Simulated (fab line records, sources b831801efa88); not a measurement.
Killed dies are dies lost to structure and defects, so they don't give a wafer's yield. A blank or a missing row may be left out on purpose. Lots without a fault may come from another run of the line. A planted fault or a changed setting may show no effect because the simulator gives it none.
fab line records | flow sfq_line
record lots=15 wafers=45 last_day=86
route steps=325 shown I5@238 I7@301 M8@318
lots that met no fault: from a run of the same line without faults
start_h: hours from the record's first day to the start of the lot's first wafer shown | wait_h: hours since the lot's step before | " the same as in the row above | L1.1+2: a row that stands for several wafers | - no value, or no start given | * or withheld: withheld | < > ~ a bound
route shown NAME@n: a module of which the file shows steps, and the number in the route of the first | usual: mean/standard deviation of fault-free wafers | same: alike in all rows | chamber/n: place in a boat | sites: the reading at each site | _std_site: their standard deviation | _edge_site: outer sites' mean less inner sites' | radius_mm: how far each site lies from the wafer's centre | mask NAME#n: copy n | behind: the tool/chamber that last shaped the wafer | hold: why the lot was held/for how many hours/how that ended | device: the transistor (n, p or np) that didn't switch | end of line: the same wafers' tests at the end of the route | a step without rows: its recipe alone | killed: dies lost to structure and defects at the first sort, not the wafer's yield | map: a wafer's dies, x killed, . not, _ none there
set.NAME: the setting as run; set.NAME@STEP: as run at that earlier step | model.NAME: the simulator's own value behind a step, which no gauge read
steps of the route over a sample of lots; a table a step, a row a wafer
services: from which hour (start_h, from the record's first day; less than 0 if before it) a tool's chamber was out of use, for how many hours, and why
## steps
# step SFQ_TRILAYER_I5_STRIP_STRIP_148
# recipe gas=O2 power_w=200 platen_temp_c=40 overash_fraction=0.65 chemistry=O2 pressure_mtorr=50
# usual drypump_motor_current_A=5.9/0.56 oes_product_au=1.001/0.0074 platen_temp_c=40.01/0.11
# columns lot.wafer tool chamber start_h wait_h drypump_motor_current_A oes_product_au platen_temp_c rf_hours_counter_h
L510.2 rie_metal-03 0 1364.97 - 6.6 1.012 40.14 126
L510.4 " 0 " " 6.6 1.008 40.23 -
L510.5 " 1 " " 6.1 1.003 39.95 -
L512.3 rie_metal-01 1 1384.37 - 6.2 1.008 39.73 -
L512.5 " 1 " " 6.2 1.011 40.05 -
L512.6 " 0 " " 5.3 0.998 39.92 -
L513.3 rie_metal-01 0 1387.97 - 5.3 1.013 39.97 -
L513.5 " 0 " " 5.3 1.010 39.90 -
L513.6 " 1 " " 6.2 1.010 40.07 -
L515.4 rie_metal-01 1 1560.19 - 6.2 1.008 40.11 -
L515.5 " 0 " " 5.3 0.997 40.08 -
L515.6 " 1 " " 6.2 1.008 40.05 -
L518.1 rie_metal-01 0 1627.19 - 5.3 1.003 39.94 117
L518.3 " 1 " " 6.2 1.000 40.04 -
L518.4 " 0 " " 5.3 1.002 39.96 -
L519.1 rie_metal-01 0 1642.79 - 5.3 0.996 39.97 118
L519.2 " 1 " " 6.2 0.996 40.20 73
L519.3 " 0 " " 5.3 0.991 40.12 -
L520.1 rie_metal-03 0 1685.89 - 6.6 0.998 39.98 20
L520.5 " 0 " " 6.6 1.000 40.07 -
L520.6 " 1 " " 6.1 0.994 39.94 -
L521.1 rie_metal-01 0 1687.09 - 5.3 1.002 39.94 122
L521.3 " 0 " " 5.3 1.001 40.04 -
L521.6 " 1 " " 6.2 1.010 40.12 -
L522.1 rie_metal-04 0 1688.29 - 4.8 1.005 39.89 101
L522.4 " 0 " " 4.8 1.008 39.86 -
L522.6 " 1 " " 5.8 1.002 40.04 -
L524.2 rie_metal-03 0 1690.69 - 6.6 0.986 40.06 20
L524.4 " 0 " " 6.6 0.987 39.98 -
L524.5 " 1 " " 6.1 0.995 39.94 -
L526.4 rie_metal-03 1 1693.29 - 6.1 0.991 39.92 -
L526.5 " 0 " " 6.6 0.994 40.24 -
L526.6 " 1 " " 6.1 0.999 39.96 -
L528.2 rie_metal-01 1 1823.96 - 6.2 1.009 40.03 95
L528.3 " 1 " " 6.2 1.004 39.97 -
L528.4 " 0 " " 5.3 0.996 39.96 -
L529.2 rie_metal-01 0 1828.76 - 5.3 1.012 40.05 2
L529.5 " 0 " " 5.3 1.007 40.26 -
L529.6 " 1 " " 6.2 1.000 40.14 -
L530.1 rie_metal-03 0 1834.76 - 6.6 1.000 40.03 41
L530.3 " 1 " " 6.1 0.992 39.96 -
L530.4 " 0 " " 6.6 0.998 40.09 -
L531.1 rie_metal-04 0 1837.16 - 4.8 1.002 39.91 118
L531.3 " 0 " " 4.8 1.002 40.15 -
L531.4 " 1 " " 5.8 1.000 39.92 -
# step SFQ_TRILAYER_I7_VIA_LITHO_COAT_187
# recipe resist=KrF spin_rpm=3000 resist_thk_nm=650
# usual chill_plate_temp_C=23.00/0.097 spin_speed_rpm=3000.3/2
# columns lot.wafer tool chamber start_h wait_h chill_plate_temp_C spin_speed_rpm
L510.2 litho_track-04 0 1753.06 0.2 22.97 2999.0
L510.4 " 0 " " 22.83 2999.8
L510.5 " 0 " " 23.05 3000.1
L512.3 litho_track-01 0 1762.98 0.2 22.97 3000.3
L512.5 " 0 " " 23.04 3000.4
L512.6 " 0 " " 22.87 3002.1
L513.3 litho_track-04 0 1768.63 0.2 23.01 3002.0
L513.5 " 0 " " 23.18 2999.5
L513.6 " 0 " " 23.08 2999.3
L515.4 litho_track-01 0 1835.49 0.2 22.94 2996.5
L515.5 " 0 " " 22.96 3001.8
L515.6 " 0 " " 22.92 2997.9
L518.1 litho_track-01 0 1889.87 0.2 23.03 3001.4
L518.3 " 0 " " 23.06 3001.3
L518.4 " 0 " " 23.09 3000.3
L519.1 litho_track-01 0 1905.96 0.2 22.94 3002.2
L519.2 " 0 " " 23.04 2999.3
L519.3 " 0 " " 23.02 3000.1
L520.1 litho_track-02 0 1924.91 0.2 23.09 3006.8
L520.5 " 0 " " 23.01 3001.0
L520.6 " 0 " " 23.16 3001.2
L521.1 litho_track-01 0 1928.51 0.2 23.04 2999.8
L521.3 " 0 " " 23.15 3002.4
L521.6 " 0 " " 23.12 2999.7
L522.1 litho_track-01 0 1931.51 0.2 22.87 3001.0
L522.4 " 0 " " 22.99 3000.3
L522.6 " 0 " " 23.03 2998.4
L524.2 litho_track-02 0 1938.26 0.2 23.01 2996.7
L524.4 " 0 " " 22.78 2998.0
L524.5 " 0 " " 22.88 2997.5
L526.4 litho_track-01 0 1941.98 0.2 23.03 2652.4
L526.5 " 0 " " 23.02 2650.5
L526.6 " 0 " " 23.12 2653.5
L528.2 litho_track-01 0 1952.96 0.2 23.00 2648.9
L528.3 " 0 " " 23.04 2646.5
L528.4 " 0 " " 23.07 2647.5
L529.2 litho_track-02 0 1955.96 0.2 22.99 3003.0
L529.5 " 0 " " 22.97 3004.2
L529.6 " 0 " " 23.07 3002.6
L530.1 litho_track-02 0 1960.94 0.2 23.12 3001.3
L530.3 " 0 " " 23.06 3000.6
L530.4 " 0 " " 23.06 3003.5
L531.1 litho_track-01 0 1964.52 0.2 22.80 2649.8
L531.3 " 0 " " 23.00 2648.0
L531.4 " 0 " " 22.90 2652.2
# step SFQ_M8_OVL_MEAS_948
# usual M8_OVL=-5/5
# columns lot.wafer tool chamber start_h wait_h M8_OVL[nm]
L510.2 overlay-01 - 1875.14 0.1 -2
L510.4 " - " " -2
L510.5 " - " " -2
L512.3 overlay-01 - 1884.74 0.1 -8
L512.5 " - " " -8
L512.6 " - " " -3
L513.3 overlay-02 - 1893.14 0.1 -7
L513.5 " - " " -1
L513.6 " - " " -8
L515.4 overlay-02 - 1944.52 0.1 -2
L515.5 " - " " -3
L515.6 " - " " -2
L518.1 overlay-01 - 1988.82 0.1 -14
L518.3 " - " " -13
L518.4 " - " " -16
L519.1 overlay-01 - 2001.80 0.1 -4
L519.2 " - " " -5
L519.3 " - " " -10
L520.1 overlay-01 - 2018.73 0.1 -6
L520.5 " - " " -8
L520.6 " - " " 3
L521.1 overlay-02 - 2023.53 0.1 -2
L521.3 " - " " -6
L521.6 " - " " -7
L522.1 overlay-01 - 2028.33 0.1 -6
L522.4 " - " " 0
L522.6 " - " " 4
L524.2 overlay-01 - 2030.86 0.1 -9
L524.4 " - " " -3
L524.5 " - " " -6
L526.4 overlay-01 - 2036.42 0.1 -9
L526.5 " - " " -5
L526.6 " - " " -11
L528.2 overlay-02 - 2044.35 0.1 -8
L528.3 " - " " -2
L528.4 " - " " -4
L529.2 overlay-01 - 2046.75 0.1 -10
L529.5 " - " " -12
L529.6 " - " " -8
L530.1 overlay-02 - 2049.27 0.1 2
L530.3 " - " " 0
L530.4 " - " " -1
L531.1 overlay-01 - 2051.84 0.1 -7
L531.3 " - " " -11
L531.4 " - " " -5
# step SFQ_M8_RS_MEAS_949
# recipe thk_meas_gauge=four-point-probe reads=Au_of_TRILAYER_M8_DEP_EVAP_196+Pt_of_TRILAYER_M8_DEP_EVAP_198+Ti_of_TRILAYER_M8_DEP_EVAP_197
# usual M8_AU_RS=0.1494/0.0012
# columns lot.wafer tool chamber start_h wait_h M8_AU_RS[ohm/sq]
L510.2 film_metro-04 - 1875.93 0.3 0.1496
L510.4 " - " " 0.1495
L510.5 " - " " 0.1481
L512.3 film_metro-04 - 1885.55 0.3 0.1509
L512.5 " - " " 0.1499
L512.6 " - " " 0.1486
L513.3 film_metro-04 - 1893.95 0.3 0.1480
L513.5 " - " " 0.1501
L513.6 " - " " 0.1488
L515.4 film_metro-01 - 1945.35 0.3 0.1473
L515.5 " - " " 0.1490
L515.6 " - " " 0.1493
L518.1 film_metro-01 - 1989.60 0.3 0.1478
L518.3 " - " " 0.1492
L518.4 " - " " 0.1494
L519.1 film_metro-02 - 2002.58 0.3 0.1504
L519.2 " - " " 0.1518
L519.3 " - " " 0.1501
L520.1 film_metro-04 - 2019.51 0.3 0.1482
L520.5 " - " " 0.1483
L520.6 " - " " 0.1490
L521.1 film_metro-04 - 2024.31 0.3 0.1517
L521.3 " - " " 0.1500
L521.6 " - " " 0.1505
L522.1 film_metro-04 - 2029.11 0.3 0.1478
L522.4 " - " " 0.1490
L522.6 " - " " 0.1471
L524.2 film_metro-02 - 2031.65 0.3 0.1478
L524.4 " - " " 0.1486
L524.5 " - " " 0.1483
L526.4 film_metro-02 - 2037.24 0.3 0.1488
L526.5 " - " " 0.1499
L526.6 " - " " 0.1504
L528.2 film_metro-04 - 2045.14 0.3 0.1481
L528.3 " - " " 0.1475
L528.4 " - " " 0.1478
L529.2 film_metro-02 - 2047.54 0.3 0.1484
L529.5 " - " " 0.1489
L529.6 " - " " 0.1488
L530.1 film_metro-01 - 2050.05 0.3 0.1500
L530.3 " - " " 0.1516
L530.4 " - " " 0.1512
L531.1 film_metro-04 - 2052.62 0.3 0.1499
L531.3 " - " " 0.1491
L531.4 " - " " 0.1509
## services
# columns tool chamber start_h hours kind
rie_metal-04 1 1375.14 14.0 repair
rie_metal-03 1 1396.74 3.9 repair
rie_metal-03 1 1400.66 - clean
rie_metal-03 1 1400.66 - consumable_replace:focus_ring
rie_metal-03 1 1400.66 19.9 scheduled_down
rie_metal-03 1 1400.66 19.9 vent_cycle
rie_metal-04 - 1413.75 0.3 repair
rie_metal-01 - 1449.10 0.9 repair
rie_metal-03 0 1479.65 - clean
rie_metal-03 0 1479.65 - consumable_replace:focus_ring
rie_metal-03 0 1479.65 19.8 scheduled_down
rie_metal-03 0 1479.65 19.8 vent_cycle
rie_metal-01 - 1489.10 10.0 pm
rie_metal-01 1 1501.29 4.5 repair
rie_metal-04 - 1530.47 1.1 repair
rie_metal-03 0 1532.72 6.4 repair
rie_metal-04 - 1641.42 5.4 repair
rie_metal-03 - 1791.84 0.7 repair
rie_metal-01 0 1795.23 - clean
rie_metal-01 0 1795.23 - consumable_replace:focus_ring
rie_metal-01 0 1795.23 14.5 scheduled_down
rie_metal-01 0 1795.23 14.5 vent_cycle
rie_metal-03 - 1851.29 4.3 pm
rie_metal-03 - 1915.13 1.9 repair
## key
first_sign step=SFQ_TRILAYER_I7_VIA_LITHO_COAT_187 reading=spin_speed_rpm direction=down sigmas=99+ usual=3000.3 struck=2649.9
effect none on later readings
met_at SFQ_TRILAYER_I7_VIA_LITHO_COAT_187
struck_lots L526,L528,L531
not_acting_at SFQ_TRILAYER_I5_STRIP_STRIP_148,SFQ_M8_OVL_MEAS_948,SFQ_M8_RS_MEAS_949
onset_between 1931.51 1941.98
fault kind=process_parameter_drift tool=litho_track-01 chamber=- onset_h=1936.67 steps=SFQ_TRILAYER_I7_VIA_LITHO_COAT_187 channel=spin_rpm offset=-350.73 shape=step end_h=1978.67 acts_in=these_recipes_only stated=3000
